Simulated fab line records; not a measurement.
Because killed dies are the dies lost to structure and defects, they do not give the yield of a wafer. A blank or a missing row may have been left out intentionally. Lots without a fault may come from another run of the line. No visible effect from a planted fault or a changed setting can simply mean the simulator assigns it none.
fab line records | flow gf180mcu
[record] lots = 6 wafers = 18 last-day = 34
route steps=602 shown STI@26 DNWELL@32 NWELL@42
lots that met no fault: from a run of the same line without faults
start-h: hours from the record's opening day to when the first of the lot's shown wafers began | wait-h: time in hours since the lot's previous step | " identical to the entry in the row above | L1.1+2: one row covering several wafers at once | - either no value or no given start | * or withheld: withheld | < > ~ a bound
route shown NAME@n: a module of which the file shows steps, and the number in the route of the first | usual: the fault-free wafers' mean and standard deviation | same: alike in all rows | chamber/n: place in a boat | sites: per-site readings | _std_site: the values' standard deviation | _edge_site: mean of outer sites minus mean of inner sites | radius-mm: for every site, how far away it sits from the centre of the wafer | mask NAME#n: copy n | behind: tool/chamber where the wafer was last shaped | hold: the reason the lot was held/the length of the hold in hours/how it ended | device: whichever transistor did not switch (one of n, p or np) | end of line: the same wafers' tests at the end of the route | a step given without rows: its recipe and nothing more | killed: dies lost to structure and defects at the first sort, not the wafer's yield | map: a wafer's dies, x killed, . not, _ none there
set.NAME: the run value of the setting; set.NAME@STEP: its run value at that earlier step | model.NAME: the simulator's own value behind a step, which no gauge read
lots seen at some steps along the route; tables by step, rows by wafer
services: when a tool's chamber went out of use (start-h, in hours from the record's first day, below 0 if earlier), for how many hours, and the reason
[[steps]]
[step GF_STI_CMP_25]
[recipe] stop-on = Si3N4 t-overpolish-s = 33 down-force-psi = 4 platen-rpm = 60 target-thk-nm = 524.6 pad-velocity-m-s = 0.94248
[usual] motor-current-A = 12.6/2.1 overpolish-run-s = 33.001/0.01 time-to-endpoint-s = 123/3.4
// columns lot.wafer tool chamber start-h wait-h motor-current-A overpolish-run-s time-to-endpoint-s
L704.3 cmp-01 0 53.93 0.1 10.8 33.008 125
L704.1 " 1 " " 11.3 32.980 130
L704.5 " 2 " " 11.4 33.000 127
L707.3 cmp-02 0 69.35 0.0 10.6 32.986 120
L707.4 " 2 " " 12.4 32.995 119
L707.6 " 0 " " 9.5 33.007 118
L709.4 cmp-01 0 79.60 0.1 11.1 33.002 124
L709.6 " 2 " " 11.7 33.005 121
L709.5 " 3 " " 11.3 32.993 123
L712.1 cmp-01 0 94.17 0.1 10.7 32.994 121
L712.3 " 1 " " 12.0 33.014 122
L712.4 " 3 " " 11.1 32.990 123
L721.1 cmp-01 2 141.87 0.1 11.6 33.011 127
L721.2 " 3 " " 11.4 33.001 124
L721.5 " 1 " " 11.8 32.994 125
L722.3 cmp-01 0 145.71 0.0 10.9 33.019 121
L722.2 " 2 " " 11.8 33.014 119
L722.4 " 3 " " 11.0 32.995 118
[step GF_STI_WET_ETCH_26]
[recipe] chemistry = dHF target-depth-nm = 94 target = SiO2 temp-c = 25 dilution = 10:1 time-s = 188
[step GF_STI_WET_ETCH_27]
[recipe] chemistry = H3PO4 target-depth-nm = 160 target = Si3N4 temp-c = 160 time-s = 1825
[step GF_STI_WET_ETCH_28]
[recipe] chemistry = dHF target-depth-nm = 20 dry = ipa-marangoni target = SiO2 temp-c = 25 dilution = 10:1 time-s = 40
[step GF_STI_OXIDATION_29]
[recipe] temp-c = 900 ambient = O2 stabilise-s = 600 purge-s = 300 target-thk-a = 100 ox-time-s = 1418
[step GF_STI_THK_MEAS_30]
[recipe] reads = SiO2_of_STI_OXIDATION_29
[usual] STI_OXIDATION_02_THK = 10.02/0.16
// columns lot.wafer tool chamber start-h wait-h STI_OXIDATION_02_THK[nm]
L704.1 film-metro-03 - 56.16 0.0 10.06
L704.3 " - " " 9.85
L704.5 " - " " 9.94
L707.3 film-metro-04 - 71.66 0.0 10.11
L707.4 " - " " 9.95
L707.6 " - " " 9.86
L709.4 film-metro-03 - 82.94 0.0 10.29
L709.5 " - " " 10.22
L709.6 " - " " 10.31
L712.1 film-metro-01 - 96.46 0.0 10.43
L712.3 " - " " 10.55
L712.4 " - " " 10.43
L721.1 film-metro-01 - 144.06 0.0 9.94
L721.2 " - " " 9.95
L721.5 " - " " 10.03
L722.2 film-metro-04 - 148.05 0.0 10.03
L722.3 " - " " 9.98
L722.4 " - " " 9.86
[step GF_DNWELL_DEHYDRATE_00]
[recipe] temp-c = 200 time-s = 60
[step GF_DNWELL_HMDS_01]
[recipe] prime-time-s = 60 prime-temp-c = 120
[step GF_DNWELL_COAT_02]
[recipe] spin-rpm = 2000 resist-thk-nm = 3000
[step GF_DNWELL_SOFTBAKE_03]
[recipe] temp-c = 110 time-s = withheld
[step GF_DNWELL_EXPOSE_04]
[recipe] mask-id = DNWELL target-cd-nm = 1700 na = 0.6 source-shape = conventional sigma-outer = 0.6 dose-mj = 260
[step GF_DNWELL_PEB_05]
[recipe] temp-c = 115 time-s = withheld
[step GF_DNWELL_DEVELOP_06]
[recipe] wall-angle-deg = 90 develop-time-s = 60 dev-temp-c = 23
[usual] chill-plate-temp-C = 22.97/0.11 develop-time-s = 60/0
// columns lot.wafer tool chamber start-h wait-h chill-plate-temp-C develop-time-s
L704.1 litho-track-04 0 68 - 22.96 60
L704.3 " 0 " " 22.84 60
L704.5 " 0 " " 22.96 60
L707.3 litho-track-02 0 85 - 22.98 60
L707.4 " 0 " " 22.96 60
L707.6 " 0 " " 23.08 60
L709.4 litho-track-02 0 95 - 22.99 60
L709.5 " 0 " " 22.79 60
L709.6 " 0 " " 22.89 60
L712.1 litho-track-02 0 110 - 22.98 60
L712.3 " 0 " " 22.85 60
L712.4 " 0 " " 22.92 60
L721.1 litho-track-02 - 159 - - -
L721.2 " - " " - -
L721.5 " - " " - -
L722.2 litho-track-03 - 163 - - -
L722.3 " - " " - -
L722.4 " - " " - -
[step GF_DNWELL_IMPLANT_07]
[recipe] species = P energy-kev = 1500 dose-cm2 = 1e+13 tilt-deg = 0
[step GF_DNWELL_STRIP_08]
[recipe] chemistry = O2/N2 power-w = 1400 pressure-mtorr = 1500 platen-temp-c = 250 o2-flow-sccm = 3000 n2-flow-sccm = 300 overash-fraction = 0.5
[usual] drypump-motor-current-A = 5.82/0.28 heater-power-w = 347/36 n2-flow-sccm = 299.9/0.92 oes-product-au = 0.723/0.0048 strip-time-to-endpoint-s = 36.96/0.1
// columns lot.wafer tool chamber start-h wait-h drypump-motor-current-A heater-power-w n2-flow-sccm oes-product-au rf-hours-counter-h strip-time-to-endpoint-s
L704.1 plasma-asher-03 1 68.99 0.1 5.25 289 298.8 0.716 41 36.79
L704.3 " 0 " " 6.00 331 298.6 0.718 - 36.77
L704.5 " 0 " " 5.95 334 299.7 0.726 - 36.70
L707.3 plasma-asher-04 1 85.39 0.1 5.94 398 300.5 0.727 - 37.04
L707.4 " 0 " " 5.87 350 300.5 0.728 - 37.05
L707.6 " 0 " " 5.87 344 300.7 0.717 - 37.00
L709.4 plasma-asher-03 1 96.19 0.1 5.29 297 300.6 0.726 - 37.14
L709.5 " 1 " " 5.28 292 300.4 0.729 - 36.99
L709.6 " 0 " " 5.93 339 300.4 0.729 - 37.03
L712.1 plasma-asher-03 0 110.90 0.1 5.91 338 298.3 0.730 46 36.82
L712.3 " 1 " " 5.23 291 301.1 0.725 - 36.77
L712.4 " 0 " " 5.97 330 298.6 0.715 - 36.89
L721.1 plasma-asher-04 1 159.80 0.1 5.93 401 300.0 0.720 51 36.86
L721.2 " 0 " " 5.89 348 301.2 0.717 51 36.96
L721.5 " 1 " " 5.96 402 299.1 0.731 - 36.98
L722.2 plasma-asher-03 0 163.71 0.1 5.99 335 300.9 0.722 52 37.01
L722.3 " 0 " " 5.97 333 301.7 0.723 - 37.06
L722.4 " 1 " " 5.25 288 300.6 0.729 - 37.05
[step GF_DNWELL_TW_MEAS_09]
[usual] DNWELL_TW = 1348/13
// columns lot.wafer tool chamber start-h wait-h DNWELL_TW
L704.1 film-metro-03 - 69.09 0.1 1329
L704.3 " - " " 1318
L704.5 " - " " 1326
L707.3 film-metro-02 - 85.47 0.1 1349
L707.4 " - " " 1353
L707.6 " - " " 1353
L709.4 film-metro-02 - 96.28 0.1 1352
L709.5 " - " " 1351
L709.6 " - " " 1353
L712.1 film-metro-04 - 111.00 0.1 1359
L712.3 " - " " 1356
L712.4 " - " " 1364
L721.1 film-metro-04 - 159.90 0.1 31
L721.2 " - " " 31
L721.5 " - " " 31
L722.2 film-metro-02 - 163.82 0.1 31
L722.3 " - " " 31
L722.4 " - " " 31
[step GF_NWELL_DEHYDRATE_00]
[recipe] temp-c = 200 time-s = 60
[[services]]
// columns tool chamber start-h hours kind
cmp-01 - 51.52 0.8 repair
cmp-02 - 64.00 4.0 pm
cmp-02 - 68.00 - consumable-replace:conditioner
cmp-02 - 68.00 - consumable-replace:pad
cmp-01 - 69.20 6.4 pm
cmp-01 - 103.14 0.8 repair
plasma-asher-04 - 129.98 3.1 repair
plasma-asher-04 - 132.55 3.7 repair
[[key]]
[first-sign] step = GF_DNWELL_DEVELOP_06 reading = tool-record direction = missing
[effect] step = GF_DNWELL_TW_MEAS_09 reading = DNWELL_TW direction = down sigmas = 99+ usual = 1348 struck = 31
met-at GF_DNWELL_DEVELOP_06
struck-wafers L721.1,L721.2,L721.5,L722.2,L722.3,L722.4
sort-left-out L721.1,L721.2,L721.5,L722.2,L722.3,L722.4
tester-left-out L721,L722
onset-between 110 159
[fault] kind = skipped-step-whole tool = litho-track-02,litho-track-03 chamber = - onset-h = 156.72 steps = GF_DNWELL_DEVELOP_06 scope = struck-lots-only
// tester-left-out: of these lots the tester's yield and bins aren't shown, on N5 and GAA mostly nor the transistor test; their killed dies are dies lost to structure and defects alone, not to doping, threshold or leakage, so they don't give the yield
// sort-left-out: the simulated sort isn't trusted on such a fault, so these wafers' sort isn't shown, and their yield isn't known
